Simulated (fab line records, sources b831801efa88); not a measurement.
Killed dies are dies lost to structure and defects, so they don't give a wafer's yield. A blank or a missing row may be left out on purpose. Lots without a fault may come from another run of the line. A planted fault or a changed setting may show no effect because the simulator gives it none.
fab line records | flow sky130 | part 2 of 2: steps 26 to 33 of 33
record lots=5 wafers=15 last_day=50
route steps=708 shown VIA2@519 METAL3@532 CAPM@537
lots that met no fault: from a run of the same line without faults
start_h: hours from the record's first day to the start of the lot's first wafer shown | wait_h: hours since the lot's step before | " the same as in the row above | L1.1+2: a row that stands for several wafers | - no value, or no start given | * or withheld: withheld | < > ~ a bound
route shown NAME@n: a module of which the file shows steps, and the number in the route of the first | usual: mean/standard deviation of fault-free wafers | same: alike in all rows | chamber/n: place in a boat | sites: the reading at each site | _std_site: their standard deviation | _edge_site: outer sites' mean less inner sites' | radius_mm: how far each site lies from the wafer's centre | mask NAME#n: copy n | behind: the tool/chamber that last shaped the wafer | hold: why the lot was held/for how many hours/how that ended | device: the transistor (n, p or np) that didn't switch | end of line: the same wafers' tests at the end of the route | a step without rows: its recipe alone | killed: dies lost to structure and defects at the first sort, not the wafer's yield | map: a wafer's dies, x killed, . not, _ none there
set.NAME: the setting as run; set.NAME@STEP: as run at that earlier step | model.NAME: the simulator's own value behind a step, which no gauge read
lots at some steps of the route; a table a step, a row a wafer
services: from which hour (start_h, from the record's first day; less than 0 if before it) a tool's chamber was out of use, for how many hours, and why
## steps
# step SKY_CAPM_COAT_07
# recipe resist=NOVOLAK spin_rpm=3000 resist_thk_nm=1140
# usual resist_line_temp_C=22.99/0.096
# columns lot.wafer tool chamber start_h wait_h resist_line_temp_C
L081.2 litho_track-03 0 921.61 0.1 23.25
L081.3 " 0 " " 23.26
L081.6 " 0 " " 23.08
L085.1 litho_track-01 0 942.53 0.1 22.95
L085.5 " 0 " " 23.07
L085.6 " 0 " " 22.89
L084.3 litho_track-01 0 943.48 0.1 22.92
L084.4 " 0 " " 23.00
L084.5 " 0 " " 22.90
L093.2 litho_track-02 0 1008.71 0.1 22.96
L093.3 " 0 " " 23.01
L093.4 " 0 " " 23.10
L097.2 litho_track-02 0 1032.26 0.1 23.00
L097.4 " 0 " " 22.96
L097.6 " 0 " " 22.94
# step SKY_CAPM_SOFTBAKE_08
# recipe temp_c=90 time_s=60 resist=NOVOLAK
# usual resist_line_temp_C=23.02/0.095
# same time_s=60
# columns lot.wafer tool chamber start_h wait_h resist_line_temp_C
L081.2 litho_track-03 0 921.76 0.1 23.03
L081.3 " 0 " " 23.14
L081.6 " 0 " " 23.08
L085.1 litho_track-01 0 942.68 0.1 22.94
L085.5 " 0 " " 23.06
L085.6 " 0 " " 23.05
L084.3 litho_track-01 0 943.63 0.1 23.23
L084.4 " 0 " " 23.24
L084.5 " 0 " " 23.22
L093.2 litho_track-02 0 1008.86 0.1 23.15
L093.3 " 0 " " 22.87
L093.4 " 0 " " 23.07
L097.2 litho_track-02 0 1032.41 0.1 22.93
L097.4 " 0 " " 22.94
L097.6 " 0 " " 23.05
# step SKY_CAPM_EXPOSE_09
# recipe mask_id=CAPM na=0.6 source_shape=conventional sigma_outer=0.6 polarization=unpolarized target_cd_nm=1000 dose_mj=159
# usual exposure_dose_mJ_cm2=159.02/0.15
# same na=0.6
# columns lot.wafer tool chamber start_h wait_h mask exposure_dose_mJ_cm2
L081.2 iline_stepper-02 0 - - CAPM#0 159.03
L081.3 " 0 " " CAPM#0 159.01
L081.6 " 0 " " CAPM#0 158.98
L085.1 iline_stepper-02 0 - - CAPM#0 158.99
L085.5 " 0 " " CAPM#0 159.06
L085.6 " 0 " " CAPM#0 159.03
L084.3 iline_stepper-01 0 - - CAPM#0 158.99
L084.4 " 0 " " CAPM#0 158.85
L084.5 " 0 " " CAPM#0 158.94
L093.2 iline_stepper-01 0 - - CAPM#0 159.11
L093.3 " 0 " " CAPM#0 158.65
L093.4 " 0 " " CAPM#0 158.98
L097.2 iline_stepper-01 0 - - CAPM#0 159.06
L097.4 " 0 " " CAPM#0 158.79
L097.6 " 0 " " CAPM#0 158.95
# step SKY_CAPM_PEB_10
# recipe temp_c=withheld time_s=* resist=NOVOLAK
# usual resist_line_temp_C=*
# same time_s=*
# columns lot.wafer tool chamber start_h wait_h resist_line_temp_C
L081.2 litho_track-01 0 - - *
L081.3 " 0 " " *
L081.6 " 0 " " *
L085.1 litho_track-01 0 - - *
L085.5 " 0 " " *
L085.6 " 0 " " *
L084.3 litho_track-02 0 - - *
L084.4 " 0 " " *
L084.5 " 0 " " *
L093.2 litho_track-02 0 - - *
L093.3 " 0 " " *
L093.4 " 0 " " *
L097.2 litho_track-02 0 - - *
L097.4 " 0 " " *
L097.6 " 0 " " *
# step SKY_CAPM_DEVELOP_11
# recipe resist=NOVOLAK developer=TMAH develop_time_s=60 dev_temp_c=23
# usual resist_line_temp_C=23.02/0.092
# columns lot.wafer tool chamber start_h wait_h resist_line_temp_C
L081.2 litho_track-01 0 934.51 0.1 23.10
L081.3 " 0 " " 23.11
L081.6 " 0 " " 23.13
L085.1 litho_track-01 0 954.98 0.1 23.15
L085.5 " 0 " " 22.91
L085.6 " 0 " " 22.82
L084.3 litho_track-02 0 955.88 0.1 22.97
L084.4 " 0 " " 23.22
L084.5 " 0 " " 23.12
L093.2 litho_track-02 0 1019.31 0.1 23.23
L093.3 " 0 " " 23.08
L093.4 " 0 " " 23.07
L097.2 litho_track-02 0 1042.76 0.1 22.96
L097.4 " 0 " " 23.04
L097.6 " 0 " " 23.00
# step SKY_CAPM_OVL_MEAS_12
# usual CAPM_OVL=-1.5/1.4
# columns lot.wafer tool chamber start_h wait_h CAPM_OVL[nm]
L081.2 overlay-01 - 934.64 0.1 -0.6
L081.3 " - " " -1.4
L081.6 " - " " -0.6
L085.1 overlay-02 - 955.13 0.1 -0.7
L085.5 " - " " -2.6
L085.6 " - " " -1.6
L084.3 overlay-01 - 955.99 0.1 1.9
L084.4 " - " " 1.7
L084.5 " - " " 0.5
L093.2 overlay-01 - 1019.44 0.1 -0.4
L093.3 " - " " -0.3
L093.4 " - " " -0.2
L097.2 overlay-01 - 1042.89 0.1 -1.5
L097.4 " - " " 0.4
L097.6 " - " " 0.2
# step SKY_CAPM_METAL_ETCH_13
# recipe target_depth_nm=220 stop_on=SiO2 chemistry=Cl2/BCl3 target=TiN pressure_mtorr=10 icp_w=900 bias_w=48.5 Cl2_flow_sccm=60 bcl3_flow_sccm=30 time_s=62.9
# usual drypump_motor_current_A=5.56/0.25 oes_product_au=0.937/0.0077 throttle_valve_pct=21.904/0.01
# same time_s=62.9
# columns lot.wafer tool chamber start_h wait_h drypump_motor_current_A oes_product_au rf_hours_counter_h throttle_valve_pct
L081.2 rie_metal-01 1 934.67 0.0 5.24 0.924 6 21.923
L081.3 " 0 " " 5.20 0.932 - 21.916
L081.6 " 1 " " 5.22 0.932 - 21.906
L085.1 rie_metal-02 0 955.17 0.0 5.68 0.934 9 21.906
L085.5 " 0 " " 5.70 0.943 - 21.880
L085.6 " 1 " " 5.74 0.936 - 21.909
L084.3 rie_metal-03 1 956.04 0.0 5.82 0.937 - 21.920
L084.4 " 0 " " 5.62 0.942 - 21.911
L084.5 " 1 " " 5.79 0.935 - 21.907
L093.2 rie_metal-01 1 1019.49 0.0 5.25 0.937 - 21.914
L093.3 " 1 " " 5.26 0.937 - 21.904
L093.4 " 1 " " 5.26 0.943 - 21.899
L097.2 rie_metal-02 1 1042.92 0.0 5.78 0.945 9 21.896
L097.4 " 0 " " 5.69 0.951 - 21.894
L097.6 " 1 " " 5.77 0.938 - 21.910
# step SKY_CAPM_STRIP_14
# recipe chemistry=O2/N2 power_w=1400 pressure_mtorr=1500 platen_temp_c=withheld o2_flow_sccm=3000 n2_flow_sccm=300 overash_fraction=0.5
# usual drypump_motor_current_A=5.9/0.46 oes_product_au=0.710/0.0046 strip_time_to_endpoint_s=12.65/0.042
# columns lot.wafer tool chamber start_h wait_h drypump_motor_current_A oes_product_au rf_hours_counter_h strip_time_to_endpoint_s
L081.2 plasma_asher-01 1 934.74 0.1 6.1 0.700 77 12.67
L081.3 " 1 " " 6.1 0.710 - 12.69
L081.6 " 1 " " 6.1 0.709 - 12.66
L085.1 plasma_asher-03 0 955.24 0.1 5.2 0.705 50 12.69
L085.5 " 0 " " 5.2 0.710 - 12.68
L085.6 " 1 " " 5.7 0.709 - 12.65
L084.3 plasma_asher-02 0 956.13 0.1 6.2 0.707 - 12.68
L084.4 " 1 " " 6.5 0.723 - 12.61
L084.5 " 0 " " 6.3 0.716 - 12.68
L093.2 plasma_asher-02 0 1019.62 0.1 6.3 0.713 29 12.64
L093.3 " 1 " " 6.5 0.701 - 12.67
L093.4 " 0 " " 6.3 0.714 - 12.63
L097.2 plasma_asher-03 0 1043.00 0.1 5.2 0.709 58 12.71
L097.4 " 1 " " 5.7 0.706 - 12.73
L097.6 " 1 " " 5.7 0.715 - 12.69
## services
# columns tool chamber start_h hours kind
pecvd-03 - 886.10 3.3 repair
rie_diel-01 3 895.26 4.2 repair
plasma_asher-01 - 901.95 2.3 repair
cvd_w-02 - 904.00 14.0 pm
pecvd-02 0 904.39 4.4 repair
cmp-01 - 904.95 2.4 repair
cmp-01 - 912.00 4.0 pm
rie_diel-04 0 917.22 4.2 repair
cmp-02 - 941.84 3.0 repair
wet_bench-01 - 943.88 4.1 repair
rie_diel-03 1 945.25 7.9 repair
cmp-02 - 950.30 9.6 repair
rie_diel-04 - 969.63 2.8 pm
rie_diel-04 2 972.43 2.5 repair
rie_diel-04 3 986.15 2.4 repair
iline_stepper-01 - 992.46 1.7 pm
pvd_sputter-03 - 997.14 1.0 repair
plasma_asher-03 - 1003.20 2.1 repair
pvd_sputter-01 - 1003.49 7.4 repair
rie_diel-03 1 1007.15 3.2 repair
pvd_sputter-01 - 1011.39 7.3 repair
rie_diel-03 0 1016.72 8.5 repair
rie_diel-03 3 1027.59 5.9 repair
rie_diel-04 2 1039.82 7.7 repair
